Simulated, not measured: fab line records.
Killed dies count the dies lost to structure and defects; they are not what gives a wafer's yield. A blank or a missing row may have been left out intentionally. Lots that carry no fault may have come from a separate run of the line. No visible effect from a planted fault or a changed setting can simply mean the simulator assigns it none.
Which tool was responsible? -- flow gf180mcu -- 10 lots with 30 wafers sampled at 6 steps, on a route of 602 steps

## WHAT EACH GAUGE READ, for each wafer
GF_V4_THK_MEAS_25: measures by xrf. Usual: V4_W_THK typically reads 358 nm, with standard deviation 5.7.
lot,measured,on,V4_W_THK (nm),flag
L393,day 25 01:34,film metro-01,349 348 351,
L394,day 25 06:08,film metro-03,365 365 365,
L402,day 28 04:42,film metro-01,356 357 357,
L403,day 28 08:56,film metro-04,363 365 364,
L405,day 28 16:56,film metro-03,355 359 358,
L406,day 29 06:37,film metro-03,356 351 358,
L410,day 30 17:59,film metro-01,351 351 354,
L411,day 30 18:52,film metro-04,361 361 360,
L414,day 31 07:28,film metro-04,363 362 363,
L415,day 31 14:13,film metro-01,365 360 359,

GF_MIM_RS_MEAS_10: the measuring method here is four-point-probe. Usual: MIM_ALCU_RS typically reads 0.1599 ohm/sq, with standard deviation 0.0019.
lot,measured,on,MIM_ALCU_RS (ohm/sq),flag
L393,day 25 02:21,film metro-04,0.1571 0.1556 0.1590,
L394,day 25 07:00,film metro-02,0.1587 0.1620 0.1604,
L402,day 28 05:31,film metro-02,0.1531 0.1541 0.1547,OFF
L403,day 28 09:44,film metro-01,0.1522 0.1510 0.1504,OFF
L405,day 28 17:43,film metro-01,0.1570 0.1592 0.1579,
L406,day 29 07:25,film metro-01,0.1626 0.1603 0.1618,
L410,day 30 18:46,film metro-02,0.1606 0.1599 0.1595,
L411,day 30 19:40,film metro-04,0.1619 0.1613 0.1611,
L414,day 31 08:16,film metro-02,0.1590 0.1595 0.1580,
L415,day 31 14:59,film metro-01,0.1624 0.1618 0.1603,

GF_MIM_THK_MEAS_11: measures by xrf. Usual: MIM_ALCU_THK typically reads 201.9 nm, with standard deviation 2.6.
lot,measured,on,MIM_ALCU_THK (nm),flag
L393,day 25 02:28,film metro-04,204.3 204.4 201.9,
L394,day 25 07:05,film metro-02,202.9 199.5 201.4,
L402,day 28 05:36,film metro-02,211.1 209.8 208.9,OFF
L403,day 28 09:50,film metro-01,212.0 212.4 215.8,OFF
L405,day 28 17:50,film metro-01,205.4 203.3 204.7,
L406,day 29 07:31,film metro-01,198.0 201.9 200.1,
L410,day 30 18:53,film metro-02,201.9 201.9 202.9,
L411,day 30 19:45,film metro-04,199.3 199.3 199.9,
L414,day 31 08:22,film metro-02,204.2 202.9 204.4,
L415,day 31 15:06,film metro-01,198.0 200.6 202.5,

## WHICH TOOL RAN EACH LOT (tool, then ch and the chambers of the sampled wafers, then the start)
lot,GF_V4_CMP_26,GF_MIM_SPUTTER_07,GF_MIM_SPUTTER_08
L393,"cmp-02 ch 0,2,3, day 25 01:37","pvd sputter-04, day 25 02:14","pvd sputter-04, day 25 02:17"
L394,"cmp-02 ch 0,3, day 25 06:10","pvd sputter-04, day 25 06:50","pvd sputter-04, day 25 06:53"
L402,"cmp-01 ch 0,2,3, day 28 04:53","pvd sputter-04, day 28 05:22","pvd sputter-04, day 28 05:25"
L403,"cmp-02 ch 2,3, day 28 08:59","pvd sputter-04, day 28 09:35","pvd sputter-04, day 28 09:38"
L405,"cmp-01 ch 0,1,2, day 28 17:02","pvd sputter-03, day 28 17:36","pvd sputter-03, day 28 17:38"
L406,"cmp-02 ch 0,2,3, day 29 06:44","pvd sputter-03, day 29 07:15","pvd sputter-03, day 29 07:18"
L410,"cmp-02 ch 0,3, day 30 18:03","pvd sputter-01, day 30 18:40","pvd sputter-01, day 30 18:43"
L411,"cmp-01 ch 0,1, day 30 18:56","pvd sputter-01, day 30 19:31","pvd sputter-01, day 30 19:34"
L414,"cmp-02 ch 0,1,2, day 31 07:35","pvd sputter-03, day 31 08:07","pvd sputter-03, day 31 08:09"
L415,"cmp-01 ch 0,2,3, day 31 14:19","pvd sputter-01, day 31 14:52","pvd sputter-01, day 31 14:55"
- GF_V4_CMP_26: polishes, stops on SiO2, t overpolish 15 s, target thk 0 nm.
- GF_MIM_SPUTTER_07: material TiN, target thk 60 nm, time 50 s.
- GF_MIM_SPUTTER_08: material AlCu, target thk 200 nm, time 10.6 s.

## AS READ BY THE TOOLS THEMSELVES (means over the sampled wafers that have a number; for cases with no such wafer, the mark the record gives instead)
GF_V4_CMP_26. Usual: motor current A 10.4 A, standard deviation 0.84; overpolish run s 15.000 s, standard deviation 0.0094; slurry filter dp kPa 13.50 kPa, standard deviation 0.13; slurry flow ml min 150.0, standard deviation 0.51; time to endpoint s 85 s, standard deviation 3.4.
lot,tool,motor current A (A),overpolish run s (s),slurry filter dp kPa (kPa),slurry flow ml min,time to endpoint s (s),flag
L393,cmp-02,9.8,15.000,13.50,149.5,86,
L394,cmp-02,10.3,14.995,13.39,150.1,92,
L402,cmp-01,10.6,14.998,13.51,150.1,81,
L403,cmp-02,9.7,14.997,13.32,150.2,84,
L405,cmp-01,10.7,15.007,13.62,150.2,82,
L406,cmp-02,10.0,14.996,13.43,149.8,83,
L410,cmp-02,10.0,14.986,13.53,149.7,86,
L411,cmp-01,11.1,15.000,13.49,150.0,86,
L414,cmp-02,9.6,14.994,13.45,150.2,87,
L415,cmp-01,10.8,15.001,13.49,149.8,84,

GF_MIM_SPUTTER_07. Usual: throttle valve pct at 30.2 %, with a standard deviation of 1.2.
lot,tool,throttle valve pct (%),flag
L393,pvd sputter-04,29.5,
L394,pvd sputter-04,29.6,
L402,pvd sputter-04,29.8,
L403,pvd sputter-04,29.9,
L405,pvd sputter-03,30.3,
L406,pvd sputter-03,30.5,
L410,pvd sputter-01,29.8,
L411,pvd sputter-01,30.0,
L414,pvd sputter-03,30.4,
L415,pvd sputter-01,29.9,

GF_MIM_SPUTTER_08. Usual: throttle valve pct at 30.3 %, with a standard deviation of 1.1.
lot,tool,throttle valve pct (%),flag
L393,pvd sputter-04,29.6,
L394,pvd sputter-04,29.7,
L402,pvd sputter-04,30.1,
L403,pvd sputter-04,30.1,
L405,pvd sputter-03,30.5,
L406,pvd sputter-03,30.6,
L410,pvd sputter-01,29.9,
L411,pvd sputter-01,30.0,
L414,pvd sputter-03,30.5,
L415,pvd sputter-01,29.8,

## THE ANSWER, worked out from the rows above alone
Rule: take the mean of a lot's wafers that have a number; if it is more than 3 standard deviations from the usual mean, the lot is off. A lot without any number at a reading at which 4 lots or more have one is off too. The other lots that the step has rows for count as sound. The gauges are gone through in route order, then the tools' own readings, and for those a lot's mean is taken as printed above. The first step at which some lot is off is used, and at that step the reading that is off furthest; a lot without a number counts as furthest.
Off: at GF_MIM_RS_MEAS_10 (MIM_ALCU_RS), L402, L403.
A tool fits if, at a process step before that reading, it ran every lot that is off, and no sound lot after the first of them. The gauges at GF_MIM_RS_MEAS_10 are tried like those tools. One candidate fits, namely pvd sputter-04 at GF_MIM_SPUTTER_07 and GF_MIM_SPUTTER_08. At GF_MIM_SPUTTER_07 its last sound lot is L394 (day 25 06:50), its first lot that is off L402 (day 28 05:22): a fault that began between those two fits.

## WHAT HAD BEEN PUT IN BY THE SIMULATOR
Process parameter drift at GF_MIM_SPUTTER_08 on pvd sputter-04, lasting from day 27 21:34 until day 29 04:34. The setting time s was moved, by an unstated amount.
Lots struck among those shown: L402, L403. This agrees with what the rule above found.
